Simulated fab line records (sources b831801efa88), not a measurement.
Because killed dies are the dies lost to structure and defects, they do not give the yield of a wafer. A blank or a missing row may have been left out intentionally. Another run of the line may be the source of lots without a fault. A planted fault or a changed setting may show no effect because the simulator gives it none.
fab line records	flow sky130
record: lots: 5	wafers: 14	last_day: 48
route steps=708 shown LI_CONTACT@376 LOCAL_INTERCONNECT@387 PAD_OPEN@708
lots with no fault: from the same line, run without faults
start_h: hours from the record's opening day to when the first of the lot's shown wafers began	wait_h: how many hours have passed since the lot's step before this one	" same as the row above	L1.1+2: one row covering several wafers at once	- value missing, or start not given	* or withheld: withheld	< > ~ a bound
route shown NAME@n: a module of which the file shows steps, and the number in the route of the first	usual: the fault-free wafers' mean and standard deviation	same: alike in all rows	chamber/n: place in a boat	sites: the reading at each site	_std_site: standard deviation across them	_edge_site: mean of outer sites minus mean of inner sites	radius_mm: how far each site lies from the wafer's centre	mask NAME#n: copy n	behind: the tool/chamber that last shaped the wafer	hold: why the lot went on hold/how many hours it stayed there/how the hold came to an end	device: names the non-switching transistor (n, p or np)	end of line: tests of these same wafers at the route's end	step lacking rows: just its recipe	killed: dies lost to structure and defects at the first sort, not the wafer's yield	map: a wafer's dies, marking killed ones x, the rest . and places with no die _
set.NAME: the setting that was run; set.NAME@STEP: the one run at that earlier step	model.NAME: the simulator's own value behind a step, which no gauge read
certain route steps with their lots: each step a table, each wafer a row
services: from which hour (start_h, from the record's first day; less than 0 if before it) a tool's chamber was out of use, for how many hours, and why
== steps ==
step: SKY_LI_CONTACT_ETCH_14
recipe: chemistry: N2/H2	target: BARC	ion_energy_ev: 200	source_w: 500	bias_w: 100	pressure_mtorr: 30	n2_flow_sccm: 100	h2_flow_sccm: 200	stop_on: SiO2	time_s: 45.9	target_depth_a: 600
step: SKY_LI_CONTACT_ETCH_15
recipe: target: PSG	chemistry: C4F8/O2/Ar	stop_on: Si	taper_deg: 4.15	mask_material: KrF-thick	source_w: 1500	bias_w: 1200	pressure_mtorr: 40	c4f8_flow_sccm: withheld	O2_flow_sccm: 6	Ar_flow_sccm: 300	time_s: withheld	target_depth_a: 6000
step: SKY_LI_CONTACT_STRIP_16
recipe: chemistry: O2/N2	power_w: 1400	pressure_mtorr: 1500	platen_temp_c: withheld	o2_flow_sccm: 3000	n2_flow_sccm: 300	overash_fraction: 0.5
step: SKY_LI_CONTACT_CLEAN_17
recipe: chemistry: NMP	time_s: 600	temp_c: 60	dry: n2_spin
step: SKY_LI_CONTACT_PRE_CLEAN_18
recipe: gas: Ar	time_s: 5.6	bias_v: 358
step: SKY_LI_CONTACT_SPUTTER_19
recipe: material: Ti	target_thk_nm: 20	chamber_pressure_pa: 5	power_w: 2500	substrate_temp_c: 200	time_s: 106.37
step: SKY_LI_CONTACT_SPUTTER_20
recipe: material: TiN	target_thk_nm: 20	chamber_pressure_pa: 5	power_w: 4000	time_s: 80
step: SKY_LI_CONTACT_CVD_21
recipe: material: W	target_thk_nm: 400	time_s: 120.56	temp_c: 400	pressure_torr: 40
step: SKY_LI_CONTACT_CMP_24
recipe: stop_on: PSG	t_overpolish_s: 20	down_force_psi: 3.5	platen_rpm: 60	target_thk_nm: 0	pad_velocity_m_s: 0.94248
step: SKY_LOCAL_INTERCONNECT_SPUTTER_00
recipe: material: TiN	target_thk_nm: 100	temp_c: 300	power_w: 6500	time_s: 83.3	chamber_pressure_pa: 0.4
usual: throttle_valve_pct: 29.9/0.9
lot.wafer	tool	chamber	start_h	wait_h	throttle_valve_pct	model.TiN_of_LOCAL_INTERCONNECT_SPUTTER_00.thk_nm
L105.4	pvd_sputter-03	-	686.98	0.2	28.1	101.7
L105.5	"	-	"	"	29.7	101.1
L105.6	"	-	"	"	30.9	100.9
L114.1	pvd_sputter-03	-	751.04	0.1	28.0	107.7
L114.2	"	-	"	"	29.7	101.1
L114.3	"	-	"	"	29.2	107.9
L116.1	pvd_sputter-03	-	781.36	0.1	30.8	105.9
L116.5	"	-	"	"	28.4	100.3
L116.6	"	-	"	"	29.3	101.1
L118.1	pvd_sputter-03	-	787.84	0.1	30.7	105.8
L118.3	"	-	"	"	27.8	106.5
L119.1	pvd_sputter-04	-	798.53	0.1	31.5	100.2
L119.4	"	-	"	"	30.1	99.63
L119.6	"	-	"	"	29.4	98.18
step: SKY_LOCAL_INTERCONNECT_RS_MEAS_01
recipe: thk_meas_gauge: four-point-probe	reads: TiN_of_LOCAL_INTERCONNECT_SPUTTER_00
usual: LOCAL_INTERCONNECT_TIN_RS: 14.05/0.13
lot.wafer	tool	chamber	start_h	wait_h	LOCAL_INTERCONNECT_TIN_RS[ohm/sq]
L105.4	film_metro-01	-	687.11	0.1	13.88
L105.5	"	-	"	"	13.99
L105.6	"	-	"	"	14.00
L114.1	film_metro-01	-	751.10	0.0	13.10
L114.2	"	-	"	"	13.99
L114.3	"	-	"	"	13.05
L116.1	film_metro-04	-	781.42	0.0	13.33
L116.5	"	-	"	"	14.12
L116.6	"	-	"	"	14.02
L118.1	film_metro-01	-	787.90	0.0	13.32
L118.3	"	-	"	"	13.26
L119.1	film_metro-02	-	798.59	0.0	14.09
L119.4	"	-	"	"	14.20
L119.6	"	-	"	"	14.42
step: SKY_LOCAL_INTERCONNECT_THK_MEAS_02
recipe: thk_meas_gauge: xrf	reads: TiN_of_LOCAL_INTERCONNECT_SPUTTER_00
usual: LOCAL_INTERCONNECT_TIN_THK: 98.7/1.2
lot.wafer	tool	chamber	start_h	wait_h	LOCAL_INTERCONNECT_TIN_THK[nm]
L105.4	film_metro-01	-	687.20	0.1	99.8
L105.5	"	-	"	"	98.8
L105.6	"	-	"	"	98.8
L114.1	film_metro-01	-	751.22	0.1	106.6
L114.2	"	-	"	"	99.4
L114.3	"	-	"	"	106.8
L116.1	film_metro-04	-	781.54	0.1	103.9
L116.5	"	-	"	"	98.2
L116.6	"	-	"	"	98.5
L118.1	film_metro-01	-	788.02	0.1	104.0
L118.3	"	-	"	"	104.5
L119.1	film_metro-02	-	798.71	0.1	98.0
L119.4	"	-	"	"	97.5
L119.6	"	-	"	"	95.7
step: SKY_LOCAL_INTERCONNECT_DEHYDRATE_03
recipe: temp_c: 200	time_s: 60
step: SKY_LOCAL_INTERCONNECT_HMDS_04
recipe: prime_time_s: 60	prime_temp_c: 120
step: SKY_LOCAL_INTERCONNECT_COAT_05
recipe: resist: BARC	temp_c: withheld	time_s: withheld	spin_rpm: 3000	resist_thk_nm: 60
step: SKY_LOCAL_INTERCONNECT_COAT_06
recipe: resist: KrF-thick	spin_rpm: 3000	resist_thk_nm: 450
step: SKY_LOCAL_INTERCONNECT_SOFTBAKE_07
recipe: temp_c: 100	time_s: 90	resist: KrF-thick
step: SKY_LOCAL_INTERCONNECT_EXPOSE_08
recipe: mask_id: LI1M	na: 0.8	source_shape: annular	sigma_inner: 0.55	sigma_outer: 0.85	target_cd_nm: 170	dose_mj: 28
step: SKY_LOCAL_INTERCONNECT_PEB_09
recipe: peb_temp_c: withheld	peb_time_s: withheld	resist: KrF-thick
step: SKY_LOCAL_INTERCONNECT_DEVELOP_10
recipe: develop_time_s: 60	resist: KrF-thick	dev_temp_c: 21
step: SKY_LOCAL_INTERCONNECT_ETCH_13
recipe: chemistry: N2/H2	target: BARC	ion_energy_ev: 200	bias_w: 100	pressure_mtorr: 30	n2_flow_sccm: 100	h2_flow_sccm: 200	icp_w: 500	stop_on: SiO2	time_s: 45.9	target_depth_a: 600
step: SKY_LOCAL_INTERCONNECT_METAL_ETCH_14
recipe: target_depth_nm: 110	stop_on: PSG	chemistry: Cl2/BCl3	target: TiN	resist_sidewall_deg: 88	pressure_mtorr: 10	icp_w: 900	bias_w: 48.5	Cl2_flow_sccm: 60	bcl3_flow_sccm: 30	time_s: 31.4
usual: chamber_pressure_mTorr: 10.000/0.0096	drypump_motor_current_A: 5.8/0.65	oes_product_au: 0.945/0.006	rf_fwd_power_W: 890/3.2	throttle_valve_pct: 21.898/0.0086
lot.wafer	tool	chamber	start_h	wait_h	chamber_pressure_mTorr	drypump_motor_current_A	oes_product_au	rf_fwd_power_W	rf_hours_counter_h	throttle_valve_pct
L105.4	rie_metal-04	1	715.13	0.0	9.986	6.7	0.946	891	-	21.901
L105.5	"	0	"	"	9.999	6.0	0.946	892	-	21.895
L105.6	"	1	"	"	10.000	6.7	0.950	892	-	21.897
L114.1	rie_metal-01	0	778.93	0.0	10.002	4.9	0.981	882	5	21.871
L114.2	"	1	"	"	9.998	5.8	0.945	892	5	21.912
L114.3	"	1	"	"	9.994	5.8	0.977	894	-	21.873
L116.1	rie_metal-04	0	808.71	0.0	10.003	6.1	0.976	890	14	21.890
L116.5	"	0	"	"	10.011	6.1	0.943	886	-	21.894
L116.6	"	1	"	"	10.021	6.7	0.949	888	-	21.895
L118.1	rie_metal-04	0	815.28	0.0	9.998	6.0	0.970	889	14	21.878
L118.3	"	1	"	"	10.015	6.7	0.970	893	-	21.878
L119.1	rie_metal-01	0	824.46	0.0	9.996	4.9	0.939	891	7	21.897
L119.4	"	1	"	"	10.003	5.8	0.938	894	-	21.895
L119.6	"	0	"	"	9.990	4.9	0.927	894	-	21.901
step: SKY_LOCAL_INTERCONNECT_STRIP_15
recipe: chemistry: O2/N2	power_w: 1400	pressure_mtorr: 1500	platen_temp_c: withheld	o2_flow_sccm: 3000	n2_flow_sccm: 300	overash_fraction: 0.5
step: SKY_LOCAL_INTERCONNECT_STRIP_16
recipe: chemistry: post_etch_residue_remover	time_s: 1200	temp_c: 72.5
lot.wafer	tool	chamber	start_h	wait_h	model.TiN_of_LOCAL_INTERCONNECT_SPUTTER_00.thk_nm
L105.4	wet_bench-02	3	715.26	0.0	101.3
L105.5	"	3	"	"	100.6
L105.6	"	3	"	"	100.4
L114.1	wet_bench-04	3	779.09	0.1	107.2
L114.2	"	3	"	"	100.7
L114.3	"	3	"	"	107.5
L116.1	wet_bench-02	3	808.86	0.1	105.5
L116.5	"	3	"	"	99.88
L116.6	"	3	"	"	100.7
L118.1	wet_bench-02	3	815.44	0.1	105.4
L118.3	"	3	"	"	106
L119.1	wet_bench-04	0	824.61	0.1	99.82
L119.4	"	0	"	"	99.21
L119.6	"	0	"	"	97.77
step: SKY_LOCAL_INTERCONNECT_CLEAN_17
recipe: chemistry: IPA	time_s: 180	temp_c: 25
step: SKY_PAD_OPEN_PROBE_99
usual: killed_at_M0_to_M3: 44/6.9	killed_at_M4_up: 3.3/2.1	killed_at_contacts: 24/4.8	killed_at_front_end: 15/4.4	killed_at_other: 0.2/0.48	killed_dies: 87/9.5	killed_open: 48/6.5	killed_short: 39/6.3
same: gross_dies: 492	killed_at_back_side: 0
lot.wafer	tool	chamber	start_h	wait_h	killed_at_M0_to_M3	killed_at_M4_up	killed_at_contacts	killed_at_front_end	killed_at_other	killed_dies	killed_open	killed_short	model.etest.res_li.line_ohm_um	model.etest.res_li.rs_ohm_sq
L105.4	prober-01	-	1084.68	0.2	43	4	35	18	0	100	52	48	74.59	12.6
L105.5	prober-01	-	1084.73	0.2	54	5	32	12	0	103	51	52	74.54	12.72
L105.6	prober-01	-	1084.78	0.2	35	5	20	18	0	78	41	37	74.89	12.75
L114.1	prober-01	-	1127.82	0.1	43	1	27	11	0	82	48	34	71.03	11.95
L114.2	prober-01	-	1127.87	0.1	44	1	23	21	0	89	53	36	74.08	12.71
L114.3	prober-01	-	1127.92	0.2	46	5	30	15	0	96	46	50	69.96	11.93
L116.1	prober-01	-	1152.15	0.1	55	5	28	16	1	105	64	41	71.98	12.16
L116.5	prober-01	-	1152.35	0.2	46	7	27	14	0	94	60	34	74.69	12.93
L116.6	prober-01	-	1152.40	0.2	57	1	25	11	0	94	57	37	75.19	12.77
L118.1	prober-01	-	1155.16	0.1	40	1	20	7	1	69	39	30	71.22	12.14
L118.3	prober-01	-	1155.26	0.2	53	6	22	10	0	91	46	45	71.06	12.03
L119.1	prober-02	-	1161.16	0.1	52	2	23	10	0	87	49	38	75.21	12.78
L119.4	prober-02	-	1161.31	0.2	32	1	21	11	0	65	33	32	74.81	12.96
L119.6	prober-02	-	1161.41	0.2	39	4	23	17	0	83	43	40	77.18	13.06
killed by level:class
L105.4 CONTACT:geometric_particle:open=10 CONTACT:geometric_particle:short=9 LI_CONTACT:geometric_particle:open=8 VIA1:geometric_particle:open=8 FIELD_ISO:geometric_particle:short=7 METAL2:geometric_particle:short=7 LOCAL_INTERCONNECT:geometric_particle:short=6 VIA2:geometric_particle:open=6
L105.5 VIA1:geometric_particle:open=10 CONTACT:geometric_particle:open=9 CONTACT:geometric_particle:short=8 METAL1:geometric_particle:short=8 VIA1:geometric_particle:short=8 LI_CONTACT:geometric_particle:open=7 LOCAL_INTERCONNECT:geometric_particle:short=6 METAL2:geometric_particle:short=6
L105.6 CONTACT:geometric_particle:open=9 POLY_GATE:geometric_particle:open=7 VIA1:geometric_particle:open=7 FIELD_ISO:geometric_particle:open=5 VIA1:geometric_particle:short=5 CONTACT:geometric_particle:short=5 METAL1:geometric_particle:short=5 POLY_GATE:geometric_particle:short=4
L114.1 LI_CONTACT:geometric_particle:open=9 VIA1:geometric_particle:open=8 VIA2:geometric_particle:open=8 VIA3:geometric_particle:open=7 CONTACT:geometric_particle:short=6 CONTACT:geometric_particle:open=6 VIA1:geometric_particle:short=6 LOCAL_INTERCONNECT:geometric_particle:short=4
L114.2 VIA1:geometric_particle:open=11 FIELD_ISO:geometric_particle:open=9 LI_CONTACT:geometric_particle:open=7 VIA3:geometric_particle:short=7 VIA2:geometric_particle:open=6 CONTACT:geometric_particle:open=6 CONTACT:geometric_particle:short=5 POLY_GATE:geometric_particle:open=4
L114.3 VIA1:geometric_particle:open=11 LI_CONTACT:geometric_particle:open=7 CONTACT:geometric_particle:short=7 METAL2:geometric_particle:short=7 VIA2:geometric_particle:open=7 FIELD_ISO:geometric_particle:short=6 VIA3:geometric_particle:short=5 CONTACT:geometric_particle:open=5
L116.1 LI_CONTACT:geometric_particle:open=12 VIA2:geometric_particle:open=12 CONTACT:geometric_particle:open=10 METAL2:geometric_particle:short=8 VIA1:geometric_particle:short=7 VIA1:geometric_particle:open=7 VIA3:geometric_particle:open=7 FIELD_ISO:geometric_particle:open=6
L116.5 VIA1:geometric_particle:open=18 VIA3:geometric_particle:open=9 CONTACT:geometric_particle:open=8 LI_CONTACT:geometric_particle:open=7 VIA2:geometric_particle:open=7 FIELD_ISO:geometric_particle:open=6 CONTACT:geometric_particle:short=6 FIELD_ISO:geometric_particle:short=5
L116.6 VIA1:geometric_particle:open=11 VIA2:geometric_particle:open=10 VIA3:geometric_particle:open=10 CONTACT:geometric_particle:open=9 LI_CONTACT:geometric_particle:open=8 METAL3:geometric_particle:short=6 LOCAL_INTERCONNECT:geometric_particle:short=5 POLY_GATE:geometric_particle:open=4
L118.1 VIA1:geometric_particle:open=12 VIA3:geometric_particle:open=8 LOCAL_INTERCONNECT:geometric_particle:short=6 VIA2:geometric_particle:open=6 CONTACT:geometric_particle:short=5 CONTACT:geometric_particle:open=5 LI_CONTACT:geometric_particle:open=4 METAL1:geometric_particle:short=3
L118.3 VIA1:geometric_particle:open=12 VIA3:geometric_particle:open=8 METAL1:geometric_particle:short=7 VIA2:geometric_particle:open=7 CONTACT:geometric_particle:open=7 VIA1:geometric_particle:short=7 CONTACT:geometric_particle:short=6 LOCAL_INTERCONNECT:geometric_particle:short=5
L119.1 VIA1:geometric_particle:open=11 VIA3:geometric_particle:open=10 CONTACT:geometric_particle:open=8 VIA2:geometric_particle:open=8 CONTACT:geometric_particle:short=7 VIA3:geometric_particle:short=6 VIA1:geometric_particle:short=5 LI_CONTACT:geometric_particle:open=4
L119.4 VIA2:geometric_particle:open=9 CONTACT:geometric_particle:open=8 CONTACT:geometric_particle:short=8 METAL1:geometric_particle:short=5 VIA3:geometric_particle:open=4 FIELD_ISO:geometric_particle:short=3 VIA1:geometric_particle:open=3 VIA2:geometric_particle:short=3
L119.6 METAL1:geometric_particle:short=9 FIELD_ISO:geometric_particle:open=7 VIA1:geometric_particle:open=7 LI_CONTACT:geometric_particle:open=6 CONTACT:geometric_particle:short=6 CONTACT:geometric_particle:open=6 METAL2:geometric_particle:short=6 VIA2:geometric_particle:open=5
== services ==
tool	chamber	start_h	hours	kind
pvd_sputter-04	-	689.48	12.6	repair
pvd_sputter-03	-	717.82	3.6	repair
rie_metal-04	-	776.47	4.3	pm
rie_metal-04	1	791.74	1.5	repair
== key ==
first_sign: step: SKY_LOCAL_INTERCONNECT_RS_MEAS_01	reading: LOCAL_INTERCONNECT_TIN_RS	direction: down	sigmas: 6.3	usual: 14.05	struck: 13.21
effect: step: SKY_LOCAL_INTERCONNECT_THK_MEAS_02	reading: LOCAL_INTERCONNECT_TIN_THK	direction: up	sigmas: 5.2	usual: 98.7	struck: 105.2
effect: step: SKY_LOCAL_INTERCONNECT_METAL_ETCH_14	reading: oes_product_au	direction: up	sigmas: 5	usual: 0.945	struck: 0.975
model_effect: step: SKY_LOCAL_INTERCONNECT_SPUTTER_00	value: TiN_of_LOCAL_INTERCONNECT_SPUTTER_00.thk_nm	without: 100.5	struck: 106.7
model_effect: step: SKY_LOCAL_INTERCONNECT_STRIP_16	value: TiN_of_LOCAL_INTERCONNECT_SPUTTER_00.thk_nm	without: 100	struck: 106.3
model_effect: step: SKY_PAD_OPEN_PROBE_99	value: etest.res_li.line_ohm_um	without: 75.52	struck: 71.05
met_at SKY_LOCAL_INTERCONNECT_SPUTTER_00
struck_wafers L114.1,L114.3,L116.1,L118.1,L118.3
tester_left_out L114,L116,L118
onset_between 686.98 751.04
fault: kind: process_parameter_drift	tool: pvd_sputter-03	chamber: -	onset_h: 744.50	steps: SKY_LOCAL_INTERCONNECT_SPUTTER_00	channel: time_s	offset: *	shape: step	end_h: 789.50	scope: struck_wafers_only	acts_in: *	stated: *
tester_left_out: of these lots the tester's yield and bins aren't shown, on N5 and GAA mostly nor the transistor test; their killed dies are dies lost to structure and defects alone, not to doping, threshold or leakage, so they don't give the yield
